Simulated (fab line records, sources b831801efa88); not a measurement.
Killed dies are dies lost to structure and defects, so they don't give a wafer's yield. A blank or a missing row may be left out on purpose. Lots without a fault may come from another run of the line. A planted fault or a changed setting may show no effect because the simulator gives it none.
Tool commonality check | flow gf180mcu | 13 lots, 39 wafers sampled

WHY IT WAS OPENED
At GF_VT_IMPLANT_OVL_MEAS_40 the reading VT_IMPLANT_03_OVL is flagged on 2 of 13 lots. Wafers without a fault read -0.2 nm, standard deviation 1.4.
Rule: a lot is flagged when every wafer of it that has a number lies more than 4 standard deviations from that mean, or none has a number. The other lots count as sound.

lot  | measured     | on         | VT_IMPLANT_03_OVL (nm), wafer by wafer | flag
L774 | day 7 13:13  | overlay-02 | -0.7 -1.5 -1.2                         |
L777 | day 8 09:01  | overlay-02 | -1.9 -0.8 -0.4                         |
L778 | day 8 15:14  | overlay-01 | 0.7 -0.4 1.0                           |
L779 | day 8 22:14  | overlay-01 | 1.2 0.2 -0.5                           |
L780 | day 9 04:55  | overlay-02 | -1.9 -0.4 -0.7                         |
L783 | day 10 01:14 | overlay-01 | -0.1 0.0 -0.5                          |
L784 | day 10 10:14 | overlay-02 | -0.6 0.7 -0.3                          |
L787 | day 11 02:56 | overlay-01 | 0.4 0.1 0.5                            |
L788 | day 11 08:53 | overlay-01 | 1.7 0.5 0.5                            |
L792 | day 12 10:05 | overlay-01 | -0.8 -1.6 0.1                          |
L795 | day 13 03:57 | overlay-01 | -125.5 -124.7 -124.7                   | FLAGGED
L796 | day 13 12:08 | overlay-02 | -0.6 0.5 -2.4                          |
L797 | day 13 19:02 | overlay-02 | -123.6 -123.0 -123.3                   | FLAGGED
The numbers of the flagged lots are -124.1 nm on average: -123.9 nm against the usual, or -89 standard deviations.

WHICH TOOL RAN EACH LOT
The record holds 1 process step before the reading, out of a route of 602 steps. In each cell: the tool, then ch and the chambers that the sampled wafers went through, then the start.
lot  | flag    | GF_VT_IMPLANT_EXPOSE_37
L774 |         | iline_stepper-02 ch 0, day 7 05:18
L777 |         | iline_stepper-02 ch 0, day 8 00:51
L778 |         | iline_stepper-01 ch 0, day 8 07:37
L779 |         | iline_stepper-01 ch 0, day 8 14:36
L780 |         | iline_stepper-02 ch 0, day 8 20:48
L783 |         | iline_stepper-01 ch 0, day 9 17:03
L784 |         | iline_stepper-01 ch 0, day 10 01:22
L787 |         | iline_stepper-02 ch 0, day 10 18:32
L788 |         | iline_stepper-02 ch 0, day 11 00:50
L792 |         | iline_stepper-02 ch 0, day 12 01:22
L795 | FLAGGED | iline_stepper-02 ch 0, day 12 19:01
L796 |         | iline_stepper-01 ch 0, day 13 02:53
L797 | FLAGGED | iline_stepper-02 ch 0, day 13 09:37
What these steps do:
- GF_VT_IMPLANT_EXPOSE_37: exposes mask Nwell HV AREA, target cd 860 nm.
- GF_VT_IMPLANT_OVL_MEAS_40

FLAGGED OVER TOTAL, TOOL BY TOOL (the gauges that took the reading come last)
step                      | tool             | lots run | flagged | share of the flagged lots | sound lots run after its first flagged lot
GF_VT_IMPLANT_EXPOSE_37   | iline_stepper-01 | 5        | 0       | none                      | -
GF_VT_IMPLANT_EXPOSE_37   | iline_stepper-02 | 8        | 2       | all                       | 0
GF_VT_IMPLANT_OVL_MEAS_40 | overlay-01       | 7        | 1       | some                      | 0
GF_VT_IMPLANT_OVL_MEAS_40 | overlay-02       | 6        | 1       | some                      | 0

WHAT THE TABLE ALLOWS
1 row of the table ran every flagged lot: iline_stepper-02 at GF_VT_IMPLANT_EXPOSE_37.
- iline_stepper-02 at GF_VT_IMPLANT_EXPOSE_37: 2 of its 8 lots flagged. Its last sound lot is L792 (day 12 01:22), its first flagged lot L795 (day 12 19:01): a fault that began between those two fits.
One tool is left: iline_stepper-02 at GF_VT_IMPLANT_EXPOSE_37.

WHAT THE SIMULATOR HAD PUT IN
Scanner matching overlay: iline_stepper-02, from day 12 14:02 on, at GF_VT_IMPLANT_EXPOSE_37. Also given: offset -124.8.
Lots struck among those shown: L795, L797. The rule above found the same.
